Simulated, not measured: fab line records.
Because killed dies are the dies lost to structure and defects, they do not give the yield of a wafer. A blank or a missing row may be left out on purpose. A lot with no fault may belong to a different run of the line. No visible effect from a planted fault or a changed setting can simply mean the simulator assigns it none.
One fault through the eyes of 2 desks ; flow sky130 ; what lay behind the numbers comes last; until then each desk has only its own

FOR THE TOOL OWNER'S DESK: implanter-03
SKY_NWELL_IMPLANT_12, tool's own readings: per-lot mean of the sampled wafers with a number, covering each lot this tool ran. Any lot whose mean is over 4 standard deviations away from the usual mean is out of limits and marked OUT; that distance is given in the brackets.
Columns: A = beam_energy_keV at SKY_NWELL_IMPLANT_12, usual 120.00; B = beam_on_s at SKY_NWELL_IMPLANT_12, usual 10.01 s; C = end_station_pressure_torr at SKY_NWELL_IMPLANT_12, usual 5.01e-06 Torr
lot;first seen here;A;B;C
L203;day 5 03:06;120.01;10.01;4.88e-06
L206;day 5 17:20;119.97;9.86;5.12e-06
L208;day 6 00:20;94.81 (-99 or more) OUT;10.00;5.03e-06
L210;day 6 13:14;94.82 (-99 or more) OUT;9.94;5.11e-06
L220;day 9 06:27;119.99;10.12;4.85e-06
L219;day 9 07:17;120.00;10.18;4.98e-06
L223;day 10 02:05;119.93;9.99;4.93e-06
This desk's verdict: out of limits on L208, L210, starting with L208 at day 6 00:20 (beam_energy_keV at SKY_NWELL_IMPLANT_12). Within limits: L203, L206, L220, L219, L223.

FROM THE METROLOGY DESK
Means of the sampled wafers that have a number, per lot and without regard to the tool the lot ran on: this is what the gauges read. Any lot whose mean is over 4 standard deviations away from the usual mean is out of limits and marked OUT; that distance is given in the brackets.
Columns: A = FIELD_ISO_CVD_24_THK at SKY_FIELD_ISO_THK_MEAS_25, usual 598 nm; B = PWDE_RS at SKY_NWELL_RS_MEAS_31, usual 5276 ohm/sq
lot;first seen here;A;B
L203;day 2 17:40;594;5278
L206;day 3 09:01;598;5290
L208;day 3 16:58;601;5274
L210;day 4 00:09;604;5286
L211;day 4 08:41;599;5268
L215;day 5 05:45;601;5293
L216;day 5 09:26;602;5266
L218;day 5 17:58;591;5273
L219;day 6 05:09;602;5286
L220;day 6 05:09;589;5266
L221;day 6 15:01;603;5276
L223;day 7 05:13;600;5287
L224;day 7 05:15;597;5286
Result from this desk: across the 13 lots, nothing is out of limits.

BROUGHT TOGETHER
An alarm could have come from the tool owner's desk at day 6 00:20, on L208, L210.
Nothing out of limits was seen by the metrology desk.
The metrology desk has L208, L210 on record, within its limits.
The lots listed all ran SKY_NWELL_IMPLANT_12 on implanter-03.

WHAT THE SIMULATOR PUT IN
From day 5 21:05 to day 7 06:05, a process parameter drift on implanter-03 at SKY_NWELL_IMPLANT_12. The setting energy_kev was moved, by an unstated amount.
Struck lots among those shown: L208, L210.
Delay in hours, fault start to first out-of-limits reading, by desk: the tool owner's desk at 3.
